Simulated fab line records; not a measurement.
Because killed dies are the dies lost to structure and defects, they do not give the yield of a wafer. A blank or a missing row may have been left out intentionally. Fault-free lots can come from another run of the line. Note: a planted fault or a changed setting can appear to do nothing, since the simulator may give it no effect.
Split-lot experiment -- flow sfq-line -- 23 wafers read from 5 lots, route of 325 steps

== ABOUT THE SPLIT ==
At SFQ_TRILAYER_M0_DEP_SPUTTER_019 (material Nb, target thk 200 nm, time 133.3 s), the setting time-s was moved away from the recipe's 133.3 s on 10 of the 23 wafers read, by -9.5% to +14.9%. The other wafers ran this setting at the recipe's value.

== FROM THE SPLIT TO THE READING: what the file shows between them, 3 steps ==
- SFQ_M0_RS_MEAS_904: measures by four-point-probe
- SFQ_TRILAYER_M0_LITHO_COAT_026: resist thk 62 nm (also split here: spin-rpm)
- SFQ_TRILAYER_M0_BARC_OPEN_METAL_ETCH_031: etches BARC in O2, target depth 125 nm, time 41.7 s (also split here: icp-w)

== THE READING ==
oes-product-au, in a.u., at SFQ_TRILAYER_M0_ETCH_METAL_ETCH_024 (etches Nb in Cl2/Ar, stops on SiO2, target depth 240 nm, time 120 s). Typical for fault-free wafers on this fab line: 0.898 a.u., with standard deviation 0.0074 a.u.

wafer,"tool, chamber at the split","time-s as run, s",against the recipe,"oes-product-au, a.u.",against lot-mates on the recipe
L077.1,"pvd-sputter-06, -",133.3,recipe,0.901,-
L077.2,"pvd-sputter-06, -",133.3,recipe,0.903,-
L077.3,"pvd-sputter-06, -",152.8,+14.6%,0.973,+0.072
L077.4,"pvd-sputter-06, -",133.3,recipe,0.898,-
L077.5,"pvd-sputter-06, -",152.8,+14.6%,0.969,+0.068
L079.1,"pvd-sputter-05, -",133.3,recipe,0.906,-
L079.2,"pvd-sputter-05, -",133.3,recipe,0.899,-
L079.3,"pvd-sputter-05, -",133.3,recipe,0.908,-
L079.5,"pvd-sputter-05, -",139.9,+5.0%,0.925,+0.021
L079.6,"pvd-sputter-05, -",139.9,+5.0%,0.919,+0.015
L080.1,"pvd-sputter-06, -",120.7,-9.5%,0.855,-0.048
L080.2,"pvd-sputter-06, -",133.3,recipe,0.904,-
L080.3,"pvd-sputter-06, -",120.7,-9.5%,0.850,-0.053
L080.4,"pvd-sputter-06, -",133.3,recipe,0.901,-
L080.6,"pvd-sputter-06, -",120.7,-9.5%,0.849,-0.054
L081.2,"pvd-sputter-04, -",153.2,+14.9%,0.975,+0.072
L081.3,"pvd-sputter-04, -",133.3,recipe,0.902,-
L081.4,"pvd-sputter-04, -",153.2,+14.9%,0.977,+0.074
L081.5,"pvd-sputter-04, -",153.2,+14.9%,0.967,+0.064
L081.6,"pvd-sputter-04, -",133.3,recipe,0.903,-
L083.2,"pvd-sputter-04, -",133.3,recipe,0.895,-
L083.4,"pvd-sputter-04, -",133.3,recipe,0.903,-
L083.5,"pvd-sputter-04, -",133.3,recipe,0.904,-

THE FIT
A straight line over all 23 wafers: oes-product-au changes by +0.00489 a.u. for each +1% of time-s; r = +0.99; the points scatter about the line by 0.0039 a.u.
The same after taking each lot's own level away (the mean of its wafers on the recipe; 23 wafers): +0.00491 a.u. for each +1%; r = +0.99; scatter 0.004 a.u.
The reading moves by 0.073 a.u. for the largest change in time-s, on that fit.
The lots' own levels span 0.9007 to 0.9043 a.u., that is 0.5 times the standard deviation above.
The two slopes agree, so the slope changes little with the lot-to-lot level.
Check: with one of the wafers moved furthest among these (+14.9%) left out of the fit, the line predicts +0.0714 a.u. for it against its lot-mates. It came out at +0.0725 a.u. against them.

== OTHER SPLITS APPLIED TO THESE WAFERS ==
These wafers also went through other splits before the reading. Each is held against what the fit with the lots' levels taken away leaves over:
other split on the same wafers,wafers away from the commonest value,r with oes-product-au (lot level and that fit taken away)
SFQ_TRILAYER_L0_LITHO_COAT_010 resist-thk-nm,7,+0.12
SFQ_TRILAYER_L0_LITHO_COAT_005 spin-rpm,5,-0.08
SFQ_TRILAYER_L0_VIA_LITHO_COAT_018 resist-thk-nm,10,+0.51
SFQ_TRILAYER_L0_VIA_LITHO_PEB_016 peb-temp-c,4,+0.07
SFQ_TRILAYER_M0_LITHO_COAT_026 spin-rpm,8,+0.01
SFQ_TRILAYER_M0_BARC_OPEN_METAL_ETCH_031 icp-w,8,+0.36

== THE WHOLE CHAIN: every reading that the file lists as answering this split, in the file's order ==
step,what it does,reading,change (the file's fit),r (the file's)
SFQ_TRILAYER_M0_DEP_SPUTTER_019,"material Nb, target thk 200 nm, time 133.3 s","Nb_of_TRILAYER_M0_DEP_SPUTTER_019.thk-nm (the simulator's own value, which no gauge read)",+1.94 nm for each +1% of the setting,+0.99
SFQ_M0_RS_MEAS_904,measures by four-point-probe,M0_NB_RS,-0.00788 for each +1% of the setting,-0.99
SFQ_TRILAYER_M0_ETCH_METAL_ETCH_024,"etches Nb in Cl2/Ar, stops on SiO2, target depth 240 nm, time 120 s",oes-product-au,+0.00482 a.u. for each +1% of the setting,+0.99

== THE FILE'S OWN FIT ==
oes-product-au changes by +0.00482 a.u. for each +1% of time-s, r = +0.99.
